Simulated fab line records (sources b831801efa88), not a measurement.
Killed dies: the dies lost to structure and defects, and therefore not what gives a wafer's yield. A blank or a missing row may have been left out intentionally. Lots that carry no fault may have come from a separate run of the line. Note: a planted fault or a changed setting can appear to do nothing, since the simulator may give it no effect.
fab line records :: flow sky130 :: part 2 of 2: steps 27 to 37 of 37
record
  lots=5
  wafers=15
  lastDay=50
route steps=708 shown LI_CONTACT@386 LOCAL_INTERCONNECT@387 CONTACT@406
lots that met no fault: taken from a fault-free run of the same line
startH: hours from the record's opening day to when the first of the lot's shown wafers began :: waitH: hours elapsed since this lot's preceding step :: " identical to the entry in the row above :: L1.1+2: one row covering several wafers at once :: - value missing, or start not given :: * or withheld: withheld :: < > ~ a bound
route shown NAME@n: a module of which the file shows steps, and the number in the route of the first :: usual: mean/standard deviation taken from wafers without a fault :: same: alike in all rows :: chamber/n: place in a boat :: sites: the reading at each site :: _std_site: the values' standard deviation :: _edge_site: inner sites' mean taken away from outer sites' mean :: radiusMm: for every site, how far away it sits from the centre of the wafer :: mask NAME#n: copy n :: behind: tool/chamber where the wafer was last shaped :: hold: why the lot was held/for how many hours/how that ended :: device: names the non-switching transistor (n, p or np) :: end of line: tests of these same wafers at the route's end :: a step given without rows: its recipe and nothing more :: killed: at the first sort, the dies lost to defects and structure; wafer yield is something else :: map: a wafer's dies, x killed, . not, _ none there
set.NAME: the setting as run; set.NAME@STEP: as run at that earlier step :: model.NAME: the simulator's own value behind a step, which no gauge read
lots at selected steps of the route; one table per step, one row per wafer
services: a tool's chamber out of use, with start hour (startH, from the record's first day; less than 0 if before it), hours out, and reason
## steps
# step SKY_CONTACT_DEHYDRATE_06
# recipe
  tempC=200
  timeS=60
# usual
  plateTempC=200.02/0.14
lot.wafer: L079.1
tool: lithoTrack-02
chamber: 0
startH: 763.36
waitH: 12.7
plateTempC: 200.00

lot.wafer: L079.2
tool: lithoTrack-02
chamber: 0
startH: 763.36
waitH: 12.7
plateTempC: 200.31

lot.wafer: L079.5
tool: lithoTrack-02
chamber: 0
startH: 763.36
waitH: 12.7
plateTempC: 200.12

lot.wafer: L082.3
tool: lithoTrack-03
chamber: 0
startH: 788.07
waitH: 12.0
plateTempC: 200.21

lot.wafer: L082.4
tool: lithoTrack-03
chamber: 0
startH: 788.07
waitH: 12.0
plateTempC: 200.25

lot.wafer: L082.6
tool: lithoTrack-03
chamber: 0
startH: 788.07
waitH: 12.0
plateTempC: 200.24

lot.wafer: L083.2
tool: lithoTrack-04
chamber: 0
startH: 796.06
waitH: 12.8
plateTempC: 199.85

lot.wafer: L083.4
tool: lithoTrack-04
chamber: 0
startH: 796.06
waitH: 12.8
plateTempC: 200.03

lot.wafer: L083.6
tool: lithoTrack-04
chamber: 0
startH: 796.06
waitH: 12.8
plateTempC: 199.96

lot.wafer: L086.2
tool: lithoTrack-04
chamber: 0
startH: 808.06
waitH: 12.7
plateTempC: 200.08

lot.wafer: L086.5
tool: lithoTrack-04
chamber: 0
startH: 808.06
waitH: 12.7
plateTempC: 199.97

lot.wafer: L086.6
tool: lithoTrack-04
chamber: 0
startH: 808.06
waitH: 12.7
plateTempC: 200.19

lot.wafer: L095.2
tool: lithoTrack-04
chamber: 0
startH: 901.06
waitH: 11.2
plateTempC: 200.11

lot.wafer: L095.4
tool: lithoTrack-04
chamber: 0
startH: 901.06
waitH: 11.2
plateTempC: 200.07

lot.wafer: L095.5
tool: lithoTrack-04
chamber: 0
startH: 901.06
waitH: 11.2
plateTempC: 200.03
# step SKY_CONTACT_HMDS_07
# recipe
  primeTimeS=60
  primeTempC=120
lot.wafer: L079.1+2+5
tool: lithoTrack-02
chamber: 0
startH: 763.51
waitH: 0.1

lot.wafer: L082.3+4+6
tool: lithoTrack-03
chamber: 0
startH: 788.22
waitH: 0.1

lot.wafer: L083.2+4+6
tool: lithoTrack-04
chamber: 0
startH: 796.21
waitH: 0.1

lot.wafer: L086.2+5+6
tool: lithoTrack-04
chamber: 0
startH: 808.21
waitH: 0.1

lot.wafer: L095.2+4+5
tool: lithoTrack-04
chamber: 0
startH: 901.21
waitH: 0.1
# step SKY_CONTACT_COAT_08
# recipe
  resist=BARC
  tempC=withheld
  timeS=withheld
  spinRpm=3000
  resistThkNm=60
# usual
  dispensePressureKPa=50/6.2
lot.wafer: L079.1
tool: lithoTrack-02
chamber: 0
startH: 763.66
waitH: 0.1
dispensePressureKPa: 58

lot.wafer: L079.2
tool: lithoTrack-02
chamber: 0
startH: 763.66
waitH: 0.1
dispensePressureKPa: 58

lot.wafer: L079.5
tool: lithoTrack-02
chamber: 0
startH: 763.66
waitH: 0.1
dispensePressureKPa: 58

lot.wafer: L082.3
tool: lithoTrack-03
chamber: 0
startH: 788.37
waitH: 0.1
dispensePressureKPa: 49

lot.wafer: L082.4
tool: lithoTrack-03
chamber: 0
startH: 788.37
waitH: 0.1
dispensePressureKPa: 49

lot.wafer: L082.6
tool: lithoTrack-03
chamber: 0
startH: 788.37
waitH: 0.1
dispensePressureKPa: 49

lot.wafer: L083.2
tool: lithoTrack-04
chamber: 0
startH: 796.36
waitH: 0.1
dispensePressureKPa: 43

lot.wafer: L083.4
tool: lithoTrack-04
chamber: 0
startH: 796.36
waitH: 0.1
dispensePressureKPa: 43

lot.wafer: L083.6
tool: lithoTrack-04
chamber: 0
startH: 796.36
waitH: 0.1
dispensePressureKPa: 43

lot.wafer: L086.2
tool: lithoTrack-04
chamber: 0
startH: 808.36
waitH: 0.1
dispensePressureKPa: 43

lot.wafer: L086.5
tool: lithoTrack-04
chamber: 0
startH: 808.36
waitH: 0.1
dispensePressureKPa: 43

lot.wafer: L086.6
tool: lithoTrack-04
chamber: 0
startH: 808.36
waitH: 0.1
dispensePressureKPa: 43

lot.wafer: L095.2
tool: lithoTrack-04
chamber: 0
startH: 901.36
waitH: 0.1
dispensePressureKPa: 43

lot.wafer: L095.4
tool: lithoTrack-04
chamber: 0
startH: 901.36
waitH: 0.1
dispensePressureKPa: 43

lot.wafer: L095.5
tool: lithoTrack-04
chamber: 0
startH: 901.36
waitH: 0.1
dispensePressureKPa: 43
# step SKY_CONTACT_COAT_09
# recipe
  resist=KrF-thick
  spinRpm=3000
  resistThkNm=450
# usual
  dispensePressureKPa=50/6.2
lot.wafer: L079.1
tool: lithoTrack-02
chamber: 0
startH: -
waitH: -
dispensePressureKPa: 58

lot.wafer: L079.2
tool: lithoTrack-02
chamber: 0
startH: -
waitH: -
dispensePressureKPa: 58

lot.wafer: L079.5
tool: lithoTrack-02
chamber: 0
startH: -
waitH: -
dispensePressureKPa: 58

lot.wafer: L082.3
tool: lithoTrack-03
chamber: 0
startH: -
waitH: -
dispensePressureKPa: 49

lot.wafer: L082.4
tool: lithoTrack-03
chamber: 0
startH: -
waitH: -
dispensePressureKPa: 49

lot.wafer: L082.6
tool: lithoTrack-03
chamber: 0
startH: -
waitH: -
dispensePressureKPa: 49

lot.wafer: L083.2
tool: lithoTrack-04
chamber: 0
startH: -
waitH: -
dispensePressureKPa: 43

lot.wafer: L083.4
tool: lithoTrack-04
chamber: 0
startH: -
waitH: -
dispensePressureKPa: 43

lot.wafer: L083.6
tool: lithoTrack-04
chamber: 0
startH: -
waitH: -
dispensePressureKPa: 43

lot.wafer: L086.2
tool: lithoTrack-04
chamber: 0
startH: -
waitH: -
dispensePressureKPa: 43

lot.wafer: L086.5
tool: lithoTrack-04
chamber: 0
startH: -
waitH: -
dispensePressureKPa: 43

lot.wafer: L086.6
tool: lithoTrack-04
chamber: 0
startH: -
waitH: -
dispensePressureKPa: 43

lot.wafer: L095.2
tool: lithoTrack-04
chamber: 0
startH: -
waitH: -
dispensePressureKPa: 43

lot.wafer: L095.4
tool: lithoTrack-04
chamber: 0
startH: -
waitH: -
dispensePressureKPa: 43

lot.wafer: L095.5
tool: lithoTrack-04
chamber: 0
startH: -
waitH: -
dispensePressureKPa: 43
# step SKY_CONTACT_SOFTBAKE_10
# recipe
  tempC=100
  timeS=90
  resist=KrF-thick
# usual
  plateTempC=99.97/0.13
lot.wafer: L079.1
tool: lithoTrack-02
chamber: 0
startH: -
waitH: -
plateTempC: 100.03

lot.wafer: L079.2
tool: lithoTrack-02
chamber: 0
startH: -
waitH: -
plateTempC: 99.99

lot.wafer: L079.5
tool: lithoTrack-02
chamber: 0
startH: -
waitH: -
plateTempC: 100.16

lot.wafer: L082.3
tool: lithoTrack-03
chamber: 0
startH: -
waitH: -
plateTempC: 99.98

lot.wafer: L082.4
tool: lithoTrack-03
chamber: 0
startH: -
waitH: -
plateTempC: 99.84

lot.wafer: L082.6
tool: lithoTrack-03
chamber: 0
startH: -
waitH: -
plateTempC: 99.80

lot.wafer: L083.2
tool: lithoTrack-04
chamber: 0
startH: -
waitH: -
plateTempC: 100.07

lot.wafer: L083.4
tool: lithoTrack-04
chamber: 0
startH: -
waitH: -
plateTempC: 100.12

lot.wafer: L083.6
tool: lithoTrack-04
chamber: 0
startH: -
waitH: -
plateTempC: 99.89

lot.wafer: L086.2
tool: lithoTrack-04
chamber: 0
startH: -
waitH: -
plateTempC: 99.95

lot.wafer: L086.5
tool: lithoTrack-04
chamber: 0
startH: -
waitH: -
plateTempC: 100.16

lot.wafer: L086.6
tool: lithoTrack-04
chamber: 0
startH: -
waitH: -
plateTempC: 99.96

lot.wafer: L095.2
tool: lithoTrack-04
chamber: 0
startH: -
waitH: -
plateTempC: 99.75

lot.wafer: L095.4
tool: lithoTrack-04
chamber: 0
startH: -
waitH: -
plateTempC: 99.71

lot.wafer: L095.5
tool: lithoTrack-04
chamber: 0
startH: -
waitH: -
plateTempC: 99.88
# step SKY_CONTACT_EXPOSE_11
# recipe
  maskId=CTM1
  na=0.8
  sourceShape=annular
  sigmaInner=0.55
  sigmaOuter=0.85
  targetCdNm=170
  doseMj=38
# usual
  focusOffsetNm=0.1/0.57
lot.wafer: L079.1
tool: krfScanner-02
chamber: 0
startH: -
waitH: -
mask: CTM1#0
focusOffsetNm: 0.7

lot.wafer: L079.2
tool: krfScanner-02
chamber: 0
startH: -
waitH: -
mask: CTM1#0
focusOffsetNm: 0.0

lot.wafer: L079.5
tool: krfScanner-02
chamber: 0
startH: -
waitH: -
mask: CTM1#0
focusOffsetNm: 0.0

lot.wafer: L082.3
tool: krfScanner-02
chamber: 0
startH: -
waitH: -
mask: CTM1#0
focusOffsetNm: 0.5

lot.wafer: L082.4
tool: krfScanner-02
chamber: 0
startH: -
waitH: -
mask: CTM1#0
focusOffsetNm: -0.5

lot.wafer: L082.6
tool: krfScanner-02
chamber: 0
startH: -
waitH: -
mask: CTM1#0
focusOffsetNm: 0.2

lot.wafer: L083.2
tool: krfScanner-01
chamber: 0
startH: -
waitH: -
mask: CTM1#0
focusOffsetNm: 0.1

lot.wafer: L083.4
tool: krfScanner-01
chamber: 0
startH: -
waitH: -
mask: CTM1#0
focusOffsetNm: 0.5

lot.wafer: L083.6
tool: krfScanner-01
chamber: 0
startH: -
waitH: -
mask: CTM1#0
focusOffsetNm: 0.2

lot.wafer: L086.2
tool: krfScanner-01
chamber: 0
startH: -
waitH: -
mask: CTM1#0
focusOffsetNm: 0.2

lot.wafer: L086.5
tool: krfScanner-01
chamber: 0
startH: -
waitH: -
mask: CTM1#0
focusOffsetNm: 0.0

lot.wafer: L086.6
tool: krfScanner-01
chamber: 0
startH: -
waitH: -
mask: CTM1#0
focusOffsetNm: -0.1

lot.wafer: L095.2
tool: krfScanner-02
chamber: 0
startH: -
waitH: -
mask: CTM1#0
focusOffsetNm: 0.9

lot.wafer: L095.4
tool: krfScanner-02
chamber: 0
startH: -
waitH: -
mask: CTM1#0
focusOffsetNm: 1.2

lot.wafer: L095.5
tool: krfScanner-02
chamber: 0
startH: -
waitH: -
mask: CTM1#0
focusOffsetNm: 0.5
# step SKY_CONTACT_PEB_12
# recipe
  pebTempC=withheld
  pebTimeS=withheld
  resist=KrF-thick
lot.wafer: L079.1+2+5
tool: lithoTrack-03
chamber: 0
startH: -
waitH: -

lot.wafer: L082.3+4+6
tool: lithoTrack-04
chamber: 0
startH: -
waitH: -

lot.wafer: L083.2+4+6
tool: lithoTrack-02
chamber: 0
startH: -
waitH: -

lot.wafer: L086.2+5+6
tool: lithoTrack-04
chamber: 0
startH: -
waitH: -

lot.wafer: L095.2+4+5
tool: lithoTrack-04
chamber: 0
startH: -
waitH: -
# step SKY_CONTACT_DEVELOP_13
# recipe
  developTimeS=60
  resist=KrF-thick
  devTempC=21
lot.wafer: L079.1+2+5
tool: lithoTrack-03
chamber: 0
startH: -
waitH: -

lot.wafer: L082.3+4+6
tool: lithoTrack-04
chamber: 0
startH: -
waitH: -

lot.wafer: L083.2+4+6
tool: lithoTrack-02
chamber: 0
startH: -
waitH: -

lot.wafer: L086.2+5+6
tool: lithoTrack-04
chamber: 0
startH: -
waitH: -

lot.wafer: L095.2+4+5
tool: lithoTrack-04
chamber: 0
startH: -
waitH: -
# step SKY_CONTACT_CD_MEAS_14
# recipe
  targetCdNm=170
# usual
  cdNm=170.2/1.9
lot.wafer: L079.1
tool: cdSem-02
chamber: -
startH: 777.07
waitH: -
cdNm: 170.1

lot.wafer: L079.2
tool: cdSem-02
chamber: -
startH: 777.07
waitH: -
cdNm: 169.7

lot.wafer: L079.5
tool: cdSem-02
chamber: -
startH: 777.07
waitH: -
cdNm: 168.8

lot.wafer: L082.3
tool: cdSem-01
chamber: -
startH: 802.08
waitH: -
cdNm: 169.9

lot.wafer: L082.4
tool: cdSem-01
chamber: -
startH: 802.08
waitH: -
cdNm: 171.7

lot.wafer: L082.6
tool: cdSem-01
chamber: -
startH: 802.08
waitH: -
cdNm: 169.5

lot.wafer: L083.2
tool: cdSem-01
chamber: -
startH: 809.93
waitH: -
cdNm: 171.3

lot.wafer: L083.4
tool: cdSem-01
chamber: -
startH: 809.93
waitH: -
cdNm: 171.1

lot.wafer: L083.6
tool: cdSem-01
chamber: -
startH: 809.93
waitH: -
cdNm: 172.4

lot.wafer: L086.2
tool: cdSem-01
chamber: -
startH: 821.86
waitH: -
cdNm: 170.3

lot.wafer: L086.5
tool: cdSem-01
chamber: -
startH: 821.86
waitH: -
cdNm: 169.3

lot.wafer: L086.6
tool: cdSem-01
chamber: -
startH: 821.86
waitH: -
cdNm: 171.3

lot.wafer: L095.2
tool: cdSem-01
chamber: -
startH: 914.26
waitH: -
cdNm: 168.2

lot.wafer: L095.4
tool: cdSem-01
chamber: -
startH: 914.26
waitH: -
cdNm: 168.2

lot.wafer: L095.5
tool: cdSem-01
chamber: -
startH: 914.26
waitH: -
cdNm: 169.4
# step SKY_CONTACT_OVL_MEAS_15
# usual
  CONTACT_OVL=3/6.4
lot.wafer: L079.1
tool: overlay-02
chamber: -
startH: 777.19
waitH: 0.1
CONTACT_OVL[nm]: 6

lot.wafer: L079.2
tool: overlay-02
chamber: -
startH: 777.19
waitH: 0.1
CONTACT_OVL[nm]: 8

lot.wafer: L079.5
tool: overlay-02
chamber: -
startH: 777.19
waitH: 0.1
CONTACT_OVL[nm]: 8

lot.wafer: L082.3
tool: overlay-01
chamber: -
startH: 802.17
waitH: 0.1
CONTACT_OVL[nm]: -1

lot.wafer: L082.4
tool: overlay-01
chamber: -
startH: 802.17
waitH: 0.1
CONTACT_OVL[nm]: 2

lot.wafer: L082.6
tool: overlay-01
chamber: -
startH: 802.17
waitH: 0.1
CONTACT_OVL[nm]: 6

lot.wafer: L083.2
tool: overlay-01
chamber: -
startH: 810.04
waitH: 0.1
CONTACT_OVL[nm]: 3

lot.wafer: L083.4
tool: overlay-01
chamber: -
startH: 810.04
waitH: 0.1
CONTACT_OVL[nm]: 3

lot.wafer: L083.6
tool: overlay-01
chamber: -
startH: 810.04
waitH: 0.1
CONTACT_OVL[nm]: -1

lot.wafer: L086.2
tool: overlay-01
chamber: -
startH: 821.96
waitH: 0.1
CONTACT_OVL[nm]: -8

lot.wafer: L086.5
tool: overlay-01
chamber: -
startH: 821.96
waitH: 0.1
CONTACT_OVL[nm]: -12

lot.wafer: L086.6
tool: overlay-01
chamber: -
startH: 821.96
waitH: 0.1
CONTACT_OVL[nm]: -7

lot.wafer: L095.2
tool: overlay-02
chamber: -
startH: 914.36
waitH: 0.1
CONTACT_OVL[nm]: 1

lot.wafer: L095.4
tool: overlay-02
chamber: -
startH: 914.36
waitH: 0.1
CONTACT_OVL[nm]: 7

lot.wafer: L095.5
tool: overlay-02
chamber: -
startH: 914.36
waitH: 0.1
CONTACT_OVL[nm]: 2
# step SKY_CONTACT_ETCH_16
# recipe
  chemistry=N2/H2
  target=BARC
  ionEnergyEv=200
  sourceW=500
  biasW=100
  pressureMtorr=30
  n2FlowSccm=100
  h2FlowSccm=200
  stopOn=SiO2
  timeS=45.9
  targetDepthA=600
# usual
  biasW=100.0/0.31
  drypumpMotorCurrentA=5.6/0.47
  oesProductAu=0.854/0.0045
  throttleValvePct=13.223/0.0093
lot.wafer: L079.1
tool: rieDiel-02
chamber: 3
startH: 777.23
waitH: 0.0
biasW: 99.9
drypumpMotorCurrentA: 5.2
oesProductAu: 0.844
rfHoursCounterH: 7
throttleValvePct: 13.218

lot.wafer: L079.2
tool: rieDiel-02
chamber: 0
startH: 777.23
waitH: 0.0
biasW: 100.2
drypumpMotorCurrentA: 5.9
oesProductAu: 0.852
rfHoursCounterH: 10
throttleValvePct: 13.212

lot.wafer: L079.5
tool: rieDiel-02
chamber: 1
startH: 777.23
waitH: 0.0
biasW: 100.7
drypumpMotorCurrentA: 5.8
oesProductAu: 0.861
rfHoursCounterH: -
throttleValvePct: 13.220

lot.wafer: L082.3
tool: rieDiel-02
chamber: 0
startH: 802.19
waitH: 0.0
biasW: 100.6
drypumpMotorCurrentA: 5.8
oesProductAu: 0.854
rfHoursCounterH: 10
throttleValvePct: 13.216

lot.wafer: L082.4
tool: rieDiel-02
chamber: 2
startH: 802.19
waitH: 0.0
biasW: 100.1
drypumpMotorCurrentA: 6.2
oesProductAu: 0.857
rfHoursCounterH: 12
throttleValvePct: 13.223

lot.wafer: L082.6
tool: rieDiel-02
chamber: 3
startH: 802.19
waitH: 0.0
biasW: 99.5
drypumpMotorCurrentA: 5.2
oesProductAu: 0.850
rfHoursCounterH: -
throttleValvePct: 13.224

lot.wafer: L083.2
tool: rieDiel-04
chamber: 2
startH: 810.07
waitH: 0.0
biasW: 100.1
drypumpMotorCurrentA: 4.7
oesProductAu: 0.854
rfHoursCounterH: 10
throttleValvePct: 13.231

lot.wafer: L083.4
tool: rieDiel-04
chamber: 1
startH: 810.07
waitH: 0.0
biasW: 99.8
drypumpMotorCurrentA: 4.8
oesProductAu: 0.855
rfHoursCounterH: -
throttleValvePct: 13.224

lot.wafer: L083.6
tool: rieDiel-04
chamber: 2
startH: 810.07
waitH: 0.0
biasW: 99.8
drypumpMotorCurrentA: 4.7
oesProductAu: 0.863
rfHoursCounterH: -
throttleValvePct: 13.231

lot.wafer: L086.2
tool: rieDiel-02
chamber: 2
startH: 821.99
waitH: 0.0
biasW: 100.0
drypumpMotorCurrentA: 6.2
oesProductAu: 0.853
rfHoursCounterH: 13
throttleValvePct: 13.234

lot.wafer: L086.5
tool: rieDiel-02
chamber: 2
startH: 821.99
waitH: 0.0
biasW: 100.0
drypumpMotorCurrentA: 6.2
oesProductAu: 0.858
rfHoursCounterH: -
throttleValvePct: 13.220

lot.wafer: L086.6
tool: rieDiel-02
chamber: 1
startH: 821.99
waitH: 0.0
biasW: 100.0
drypumpMotorCurrentA: 5.8
oesProductAu: 0.856
rfHoursCounterH: -
throttleValvePct: 13.222

lot.wafer: L095.2
tool: rieDiel-02
chamber: 1
startH: 914.39
waitH: 0.0
biasW: 100.9
drypumpMotorCurrentA: 5.8
oesProductAu: 0.860
rfHoursCounterH: 26
throttleValvePct: 13.240

lot.wafer: L095.4
tool: rieDiel-02
chamber: 3
startH: 914.39
waitH: 0.0
biasW: 99.9
drypumpMotorCurrentA: 5.2
oesProductAu: 0.859
rfHoursCounterH: 11
throttleValvePct: 13.234

lot.wafer: L095.5
tool: rieDiel-02
chamber: 2
startH: 914.39
waitH: 0.0
biasW: 99.9
drypumpMotorCurrentA: 6.2
oesProductAu: 0.854
rfHoursCounterH: -
throttleValvePct: 13.218
## services
tool: krfScanner-01
chamber: -
startH: 710.55
hours: 0.8
kind: pm

tool: rieMetal-04
chamber: -
startH: 714.09
hours: 2.4
kind: repair

tool: krfScanner-02
chamber: -
startH: 730.43
hours: 1.3
kind: pm

tool: cmp-02
chamber: -
startH: 739.20
hours: 0.3
kind: repair

tool: krfScanner-01
chamber: -
startH: 748.91
hours: 7.6
kind: repair

tool: krfScanner-01
chamber: -
startH: 752.74
hours: 3.7
kind: repair

tool: rieMetal-04
chamber: 0
startH: 759.16
hours: 2.2
kind: repair

tool: krfScanner-02
chamber: -
startH: 763.28
hours: 0.8
kind: pm

tool: krfScanner-02
chamber: -
startH: 766.84
hours: 0.3
kind: repair

tool: cmp-02
chamber: -
startH: 784.14
hours: 1.8
kind: repair

tool: krfScanner-02
chamber: -
startH: 800.05
hours: 5.6
kind: repair

tool: krfScanner-01
chamber: -
startH: 811.24
hours: 1.0
kind: pm

tool: wetBench-04
chamber: -
startH: 825.99
hours: 5.8
kind: repair

tool: krfScanner-01
chamber: -
startH: 828.59
hours: 4.0
kind: pm

tool: krfScanner-01
chamber: -
startH: 833.66
hours: 1.3
kind: pm

tool: cmp-02
chamber: -
startH: 839.70
hours: 5.7
kind: repair

tool: rieMetal-04
chamber: 1
startH: 841.20
hours: 4.5
kind: repair

tool: krfScanner-02
chamber: -
startH: 866.90
hours: 1.0
kind: pm

tool: krfScanner-01
chamber: -
startH: 879.35
hours: 0.8
kind: pm

tool: krfScanner-02
chamber: -
startH: 881.93
hours: 4.4
kind: pm

tool: cmp-02
chamber: -
startH: 886.02
hours: 1.9
kind: repair

tool: cmp-02
chamber: -
startH: 888.00
hours: 4.4
kind: pm

tool: krfScanner-02
chamber: -
startH: 906.33
hours: 1.3
kind: pm

tool: cmp-02
chamber: -
startH: 912.00
hours: 4.0
kind: pm
